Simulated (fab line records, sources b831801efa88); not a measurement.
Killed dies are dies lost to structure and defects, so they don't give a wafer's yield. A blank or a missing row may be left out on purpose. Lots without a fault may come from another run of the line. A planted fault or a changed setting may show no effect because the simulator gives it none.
Which tool did it? | flow sky130 | 12 lots, 36 wafers sampled, at 1 step of a route of 708

WHAT THE GAUGES READ, wafer by wafer
SKY_VIA1_BOW_MEAS_03.
lot  | measured     | on            | VIA1_BOW (um)
L074 | day 33 08:37 | film_metro-03 | 75 88 76
L077 | day 33 19:49 | film_metro-03 | 74 75 92
L079 | day 35 16:13 | film_metro-02 | 82 87 88
L080 | day 35 20:29 | film_metro-02 | 71 74 77
L083 | day 37 03:37 | film_metro-02 | 71 76 67
L086 | day 37 19:41 | film_metro-02 | 84 71 71
L087 | day 38 05:57 | film_metro-01 | 85 81 76
L090 | day 38 16:42 | film_metro-02 | 73 85 93
L092 | day 39 00:50 | film_metro-01 | 86 81 75
L094 | day 39 10:25 | film_metro-01 | 79 88 86
L096 | day 39 17:49 | film_metro-02 | 77 89 77
L097 | day 40 03:21 | film_metro-03 | 85 84 83

WHICH TOOL RAN EACH LOT (tool, then ch and the chambers of the sampled wafers, then the start)
The record holds no process step before these readings.

THE ANSWER, worked out from the rows above alone
Rule: what is usual is taken from the lots themselves. Put in order of their means at a reading, lots are off if they are a third of the lots or fewer, leave a main group of 4 or more, and stand apart from it by a gap of 3 or more times the standard deviation of the main group's means; of several such gaps the widest counts. A main group whose means are all the same, to the digits that the tables above print for the reading, isn't used. A lot without any number at a reading at which 4 lots or more have one is off too. The other lots that the step has rows for count as sound.
No lot is off at any reading shown: from this, nothing can be told.

WHAT THE SIMULATOR HAD PUT IN
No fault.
